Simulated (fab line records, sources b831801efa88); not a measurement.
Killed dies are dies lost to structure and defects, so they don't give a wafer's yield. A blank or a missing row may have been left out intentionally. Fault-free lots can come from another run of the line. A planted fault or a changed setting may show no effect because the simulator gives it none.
Which tool is to blame? ; flow gf180mcu ; Sampling: 14 lots, 39 wafers, 3 of 602 route steps

## WHAT THE GAUGES SHOWED, per wafer
GF_STI_THK_MEAS_02.
lot;measured;on;STI_OXIDATION_THK (nm)
L120;day 1 11:31;film metro-01;9.83 9.80 9.88
L121;day 1 16:47;film metro-03;10.05 10.02 9.99
L122;day 1 21:31;film metro-03;10.18 10.05 10.08
L123;day 2 02:31;film metro-03;10.11 10.18 10.13
L124;day 2 07:34;film metro-01;10.38 10.07 10.15
L127;day 2 23:01;film metro-02;10.14
L129;day 3 08:59;film metro-01;9.86 9.72
L131;day 3 20:10;film metro-02;10.07 10.11 10.10
L132;day 3 23:31;film metro-01;10.00 10.03 10.08
L134;day 4 09:54;film metro-03;9.67 9.86 9.78
L137;day 5 00:31;film metro-02;10.38 10.40 10.27
L138;day 5 05:32;film metro-02;10.00 9.98 10.05
L140;day 5 15:31;film metro-01;9.79 9.99 9.88
L142;day 6 01:34;film metro-01;10.32 10.16 10.29

GF_POLY_GATE_OVL_MEAS_11.
lot;measured;on;POLY_GATE_OVL (nm)
L120;day 9 05:00;overlay-01;-2 0 3
L121;day 9 10:20;overlay-01;-6 -2 -2
L122;day 9 18:17;overlay-02;1 -3 -4
L123;day 9 23:30;overlay-01;1 4 4
L124;day 10 06:32;overlay-02;1 -4 -2
L127;day 11 07:13;overlay-02;2
L129;day 11 20:47;overlay-01;-8 -9
L131;day 12 13:24;overlay-01;0 3 8
L132;day 12 17:14;overlay-01;0 -9 -3
L134;day 13 06:52;overlay-01;-4 -1 -1
L137;day 14 02:52;overlay-01;-8 2 0
L138;day 14 10:34;overlay-01;-12 -9 -15
L140;day 15 05:40;overlay-01;-9 -1 4
L142;day 15 21:25;overlay-02;-2 5 -4

## EACH LOT AND THE TOOL THAT RAN IT (in order: tool; ch and the chambers of the sampled wafers; start)
lot;GF_STI_ETCH_13
L120;rie diel-02 ch 2,3, day 2 02:50
L121;rie diel-02 ch 0,2,3, day 2 08:08
L122;rie diel-02 ch 0,2, day 2 11:05
L123;rie diel-01 ch 0,2,3, day 2 16:05
L124;rie diel-01 ch 1,2,3, day 2 21:56
L127;rie diel-01 ch 2, day 3 13:53
L129;rie diel-01 ch 2,3, day 4 00:44
L131;rie diel-02 ch 0,2, day 4 12:31
L132;rie diel-02 ch 0,1, day 4 15:29
L134;rie diel-03 ch 0,1, day 5 02:21
L137;rie diel-02 ch 0,2,3, day 5 17:25
L138;rie diel-02 ch 0,3, day 5 21:47
L140;rie diel-03 ch 0,2, day 6 08:37
L142;rie diel-02 ch 0,2,3, day 6 18:44
- GF_STI_ETCH_13: etches the open film in CHF3/O2, stops on Si, target depth 282.31 nm, time 112.9 s.

## AS READ BY THE TOOLS THEMSELVES (means over the sampled wafers that have a number; for cases with no such wafer, the mark the record gives instead)
GF_STI_ETCH_13.
lot;tool;bias w (W);drypump motor current A (A);oes product au (a.u.);throttle valve pct (%)
L120;rie diel-02;200.3;6.0;0.830;8.815
L121;rie diel-02;200.2;5.9;0.839;8.810
L122;rie diel-02;199.9;5.9;0.834;8.807
L123;rie diel-01;199.6;5.8;0.834;8.810
L124;rie diel-01;200.0;5.6;0.846;8.810
L127;rie diel-01;199.4;5.3;0.827;8.822
L129;rie diel-01;200.2;5.5;0.819;8.809
L131;rie diel-02;200.5;5.9;0.837;8.810
L132;rie diel-02;200.3;6.1;0.838;8.812
L134;rie diel-03;200.1;5.5;0.834;8.809
L137;rie diel-02;200.0;6.0;0.839;8.809
L138;rie diel-02;199.7;5.9;0.829;8.801
L140;rie diel-03;200.1;5.5;0.843;8.817
L142;rie diel-02;200.3;5.9;0.846;8.820

## THE ANSWER, worked out from the rows above alone
Rule: the usual values come from the lots themselves. Put in order of their means at a reading, lots are off if they are a third of the lots or fewer, leave a main group of 4 or more, and stand apart from it by a gap of 3 or more times the standard deviation of the main group's means; of several such gaps the widest counts. A main group is skipped when, at the precision printed for the reading in the tables above, its means are all equal. Also off: a lot with no number at a reading for which 4 or more lots have one. The other lots that the step has rows for count as sound. Order of review: gauges by route order, followed by the tools' own readings, for which a lot's mean as printed above is used. The first step at which some lot is off is used, and at that step the reading that is off furthest; a lot without a number counts as furthest.
No lot is off on any of the readings shown, so nothing can be concluded from this.

## WHAT WAS PUT IN BY THE SIMULATOR
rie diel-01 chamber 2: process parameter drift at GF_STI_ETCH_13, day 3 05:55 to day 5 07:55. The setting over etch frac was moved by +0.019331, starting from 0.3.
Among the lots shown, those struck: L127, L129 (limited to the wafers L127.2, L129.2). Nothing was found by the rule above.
